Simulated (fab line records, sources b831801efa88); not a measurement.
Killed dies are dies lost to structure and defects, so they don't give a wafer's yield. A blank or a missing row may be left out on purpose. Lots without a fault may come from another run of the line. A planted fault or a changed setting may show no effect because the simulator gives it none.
Split-lot experiment | flow gf180mcu | 5 lots, 23 wafers read, on a route of 602 steps

THE SPLIT
At GF_MIM_SPUTTER_01 (material TiN, target thk 30 nm, time 25 s), the setting power_w was moved away from the recipe's 6500 W on 8 of the 23 wafers read, by -6.4% to +7.9%. The other wafers ran this setting at the recipe's value.

The reading is taken at the split's own step.

THE READING
TiN_of_MIM_SPUTTER_01.thk_nm (the simulator's own value, which no gauge read), in nm, at GF_MIM_SPUTTER_01 (material TiN, target thk 30 nm, time 25 s). The file gives no usual value for it. The 15 wafers here that ran the recipe average 29.71 nm, standard deviation 0.24 nm.

wafer  | tool, chamber at the split | power_w as run, W | against the recipe | TiN_of_MIM_SPUTTER_01.thk_nm, nm | against lot-mates on the recipe
L074.1 | pvd_sputter-02, -          | 6500              | recipe             | 29.35                            | -
L074.3 | pvd_sputter-02, -          | 6500              | recipe             | 29.57                            | -
L074.4 | pvd_sputter-02, -          | 6500              | recipe             | 29.58                            | -
L074.5 | pvd_sputter-02, -          | 6500              | recipe             | 29.65                            | -
L074.6 | pvd_sputter-02, -          | 6500              | recipe             | 29.32                            | -
L076.1 | pvd_sputter-03, -          | 6199              | -4.6%              | 28.49                            | -1.43
L076.2 | pvd_sputter-03, -          | 6500              | recipe             | 29.92                            | -
L076.3 | pvd_sputter-03, -          | 6199              | -4.6%              | 28.33                            | -1.59
L076.5 | pvd_sputter-03, -          | 6199              | -4.6%              | 28.17                            | -1.74
L076.6 | pvd_sputter-03, -          | 6500              | recipe             | 29.91                            | -
L078.1 | pvd_sputter-02, -          | 7014              | +7.9%              | 32.49                            | +2.69
L078.2 | pvd_sputter-02, -          | 7014              | +7.9%              | 31.82                            | +2.02
L078.3 | pvd_sputter-02, -          | 7014              | +7.9%              | 32.04                            | +2.24
L078.4 | pvd_sputter-02, -          | 6500              | recipe             | 29.72                            | -
L078.5 | pvd_sputter-02, -          | 6500              | recipe             | 29.88                            | -
L083.1 | pvd_sputter-02, -          | 6500              | recipe             | 29.46                            | -
L083.2 | pvd_sputter-02, -          | 6500              | recipe             | 30.08                            | -
L083.3 | pvd_sputter-02, -          | 6082              | -6.4%              | 28.01                            | -1.82
L083.4 | pvd_sputter-02, -          | 6082              | -6.4%              | 28.37                            | -1.46
L083.6 | pvd_sputter-02, -          | 6500              | recipe             | 29.96                            | -
L084.1 | pvd_sputter-03, -          | 6500              | recipe             | 29.98                            | -
L084.4 | pvd_sputter-03, -          | 6500              | recipe             | 29.77                            | -
L084.6 | pvd_sputter-03, -          | 6500              | recipe             | 29.43                            | -

THE FIT
A straight line over all 23 wafers: TiN_of_MIM_SPUTTER_01.thk_nm changes by +0.287 nm for each +1% of power_w; r = +0.97; the points scatter about the line by 0.26 nm.
The same after taking each lot's own level away (the mean of its wafers on the recipe; 23 wafers): +0.293 nm for each +1%; r = +0.98; scatter 0.23 nm.
On that fit, the largest move of power_w shifts the reading by 2.3 nm.
The lots' own levels span 29.494 to 29.915 nm, that is 1.8 times the standard deviation above.
So the lot-to-lot level changes the slope little: the two slopes agree.
Check: with one of the wafers moved furthest among these (+7.9%) left out of the fit, the line predicts +2.19 nm for it against its lot-mates. It came out at +2.69 nm against them.

OTHER SPLITS ON THESE WAFERS
These wafers also went through other splits before the reading. Each is held against what the fit with the lots' levels taken away leaves over:
other split on the same wafers | wafers away from the commonest value | r with TiN_of_MIM_SPUTTER_01.thk_nm (lot level and that fit taken away)
GF_V3_ETCH_17 source_w         | 10                                   | +0.00
GF_M4_SPUTTER_03 power_w       | 11                                   | +0.12
GF_M4_STRIP_17 pressure_mtorr  | 15                                   | +0.07
GF_V4_CVD_00 sih4_flow_sccm    | 5                                    | +0.05
GF_V4_PEB_12 peb_temp_c        | 11                                   | -0.02
GF_V4_ETCH_17 bias_w           | 7                                    | -0.04

THE FILE'S OWN FIT
TiN_of_MIM_SPUTTER_01.thk_nm changes by +0.289 nm for each +1% of power_w, r = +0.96.
